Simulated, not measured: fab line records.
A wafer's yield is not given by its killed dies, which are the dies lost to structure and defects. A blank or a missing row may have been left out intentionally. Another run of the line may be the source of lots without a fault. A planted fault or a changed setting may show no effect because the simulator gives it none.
Check for tools in common / flow gf180mcu / Lots sampled 13, wafers sampled 39

== WHY THIS WAS OPENED ==
3 of 13 lots carry a flag on the reading MVPSD_TW at GF_MVPSD_TW_MEAS_11. Fault-free wafers read 549, with a standard deviation of 3.
Rule: a lot is flagged when every wafer of it that has a number lies more than 4 standard deviations from that mean, or none has a number. The other lots count as sound.

lot=L727; measured=day 4 21:53; on=film metro-04; MVPSD_TW, wafer by wafer=550 547 553; flag=
lot=L730; measured=day 5 16:08; on=film metro-04; MVPSD_TW, wafer by wafer=663 660 659; flag=FLAGGED
lot=L731; measured=day 6 00:21; on=film metro-04; MVPSD_TW, wafer by wafer=657 659 657; flag=FLAGGED
lot=L732; measured=day 6 08:41; on=film metro-01; MVPSD_TW, wafer by wafer=549 550 548; flag=
lot=L733; measured=day 6 17:04; on=film metro-03; MVPSD_TW, wafer by wafer=550 554 550; flag=
lot=L740; measured=day 8 08:12; on=film metro-01; MVPSD_TW, wafer by wafer=660 659 661; flag=FLAGGED
lot=L743; measured=day 8 23:01; on=film metro-04; MVPSD_TW, wafer by wafer=546 546 546; flag=
lot=L744; measured=day 9 06:08; on=film metro-03; MVPSD_TW, wafer by wafer=556 552 550; flag=
lot=L746; measured=day 9 20:15; on=film metro-03; MVPSD_TW, wafer by wafer=552 553 552; flag=
lot=L747; measured=day 9 22:10; on=film metro-03; MVPSD_TW, wafer by wafer=551 549 551; flag=
lot=L748; measured=day 10 04:49; on=film metro-04; MVPSD_TW, wafer by wafer=555 551 553; flag=
lot=L749; measured=day 10 12:43; on=film metro-01; MVPSD_TW, wafer by wafer=552 548 548; flag=
lot=L750; measured=day 10 19:41; on=film metro-04; MVPSD_TW, wafer by wafer=554 553 553; flag=
On average the flagged lots' numbers are 659, which is +110 against the usual, or +37 standard deviations.

== WHICH TOOL RAN EACH LOT ==
The record holds 1 process step before the reading, out of a route of 602 steps. In each cell: the tool, then ch and the chambers that the sampled wafers went through, then the start.
lot=L727; flag=; GF_MVPSD_IMPLANT_08=implanter-01 ch 0, day 4 21:29
lot=L730; flag=FLAGGED; GF_MVPSD_IMPLANT_08=implanter-01 ch 0, day 5 15:26
lot=L731; flag=FLAGGED; GF_MVPSD_IMPLANT_08=implanter-02 ch 0, day 5 23:38
lot=L732; flag=; GF_MVPSD_IMPLANT_08=implanter-02 ch 0, day 6 08:17
lot=L733; flag=; GF_MVPSD_IMPLANT_08=implanter-01 ch 0, day 6 16:41
lot=L740; flag=FLAGGED; GF_MVPSD_IMPLANT_08=implanter-04 ch 0, day 8 07:29
lot=L743; flag=; GF_MVPSD_IMPLANT_08=implanter-04 ch 0, day 8 22:38
lot=L744; flag=; GF_MVPSD_IMPLANT_08=implanter-01 ch 0, day 9 05:46
lot=L746; flag=; GF_MVPSD_IMPLANT_08=implanter-01 ch 0, day 9 19:51
lot=L747; flag=; GF_MVPSD_IMPLANT_08=implanter-02 ch 0, day 9 21:47
lot=L748; flag=; GF_MVPSD_IMPLANT_08=implanter-02 ch 0, day 10 04:26
lot=L749; flag=; GF_MVPSD_IMPLANT_08=implanter-01 ch 0, day 10 12:20
lot=L750; flag=; GF_MVPSD_IMPLANT_08=implanter-04 ch 0, day 10 19:17
What the steps here do:
- GF_MVPSD_IMPLANT_08
- GF_MVPSD_TW_MEAS_11

== FLAGGED AGAINST TOTAL, ONE TOOL AT A TIME (gauges that did the reading follow at the end) ==
step=GF_MVPSD_IMPLANT_08; tool=implanter-01; lots run=6; flagged=1; share of the flagged lots=some; sound lots run after its first flagged lot=4 (L733,L744,L746,L749)
step=GF_MVPSD_IMPLANT_08; tool=implanter-02; lots run=4; flagged=1; share of the flagged lots=some; sound lots run after its first flagged lot=3 (L732,L747,L748)
step=GF_MVPSD_IMPLANT_08; tool=implanter-04; lots run=3; flagged=1; share of the flagged lots=some; sound lots run after its first flagged lot=2 (L743,L750)
step=GF_MVPSD_TW_MEAS_11; tool=film metro-01; lots run=3; flagged=1; share of the flagged lots=some; sound lots run after its first flagged lot=1 (L749)
step=GF_MVPSD_TW_MEAS_11; tool=film metro-03; lots run=4; flagged=0; share of the flagged lots=none; sound lots run after its first flagged lot=-
step=GF_MVPSD_TW_MEAS_11; tool=film metro-04; lots run=6; flagged=2; share of the flagged lots=some; sound lots run after its first flagged lot=3 (L743,L748,L750)

== WHAT THE TABLE PERMITS ==
No row of the table ran every flagged lot.

== WHAT THE SIMULATOR HAD INSERTED ==
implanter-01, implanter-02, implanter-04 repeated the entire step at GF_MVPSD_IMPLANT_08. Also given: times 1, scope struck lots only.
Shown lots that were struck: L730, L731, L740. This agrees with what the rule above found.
